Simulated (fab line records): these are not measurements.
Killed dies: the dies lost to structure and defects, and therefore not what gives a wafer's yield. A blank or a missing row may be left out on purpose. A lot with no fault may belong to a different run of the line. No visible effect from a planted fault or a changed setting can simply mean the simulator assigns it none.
Chamber matching ; flow sfq-line ; pecvd-02 running SFQ_TRILAYER_A5B_DEP_PECVD_129: 3 sister chambers
The step deposits SiO2 from SiH4/N2O, time 133.33 s, target thk 600 nm. 3 wafers are shown with their chamber, then 8 later ones without.

WAFERS PAIRED WITH THEIR CHAMBERS
wafer;chamber;heater-power-w (W)
L516.2;1;104
L516.6;0;91
L520.2;2;36

WAFERS WITHOUT THEIR CHAMBER
wafer;heater-power-w (W)
L520.3;109
L520.4;91
L523.2;109
L523.4;99
L523.6;94
L526.2;99
L526.3;108
L526.6;106

THE CHAMBER EACH PASSED THROUGH
wafer;from the rows above;in truth
L520.3;1;1
L520.4;0;0
L523.2;1;1
L523.4;can't be placed: 1 or 0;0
L523.6;can't be placed: 0 or 1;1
L526.2;can't be placed: 1 or 0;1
L526.3;1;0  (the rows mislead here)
L526.6;1;1
4 of 8 placed correctly. These rows do not allow placing 3 (true chamber among the candidates in 3). Wrongly placed: 1.
How it was worked out, from the rows above alone: a wafer's distance from a chamber is the root of the sum, over the readings, of the square of ((its reading less the chamber's mean) divided by the reading's scatter). The wafer belongs to the nearest chamber; if the next one is less than 2 further off, it can't be placed. A chamber's mean is the mean of its shown wafers. The scatter (one wafer shown for each chamber): square how far every hidden wafer sits from the nearest shown wafer, average those squares and take the square root.
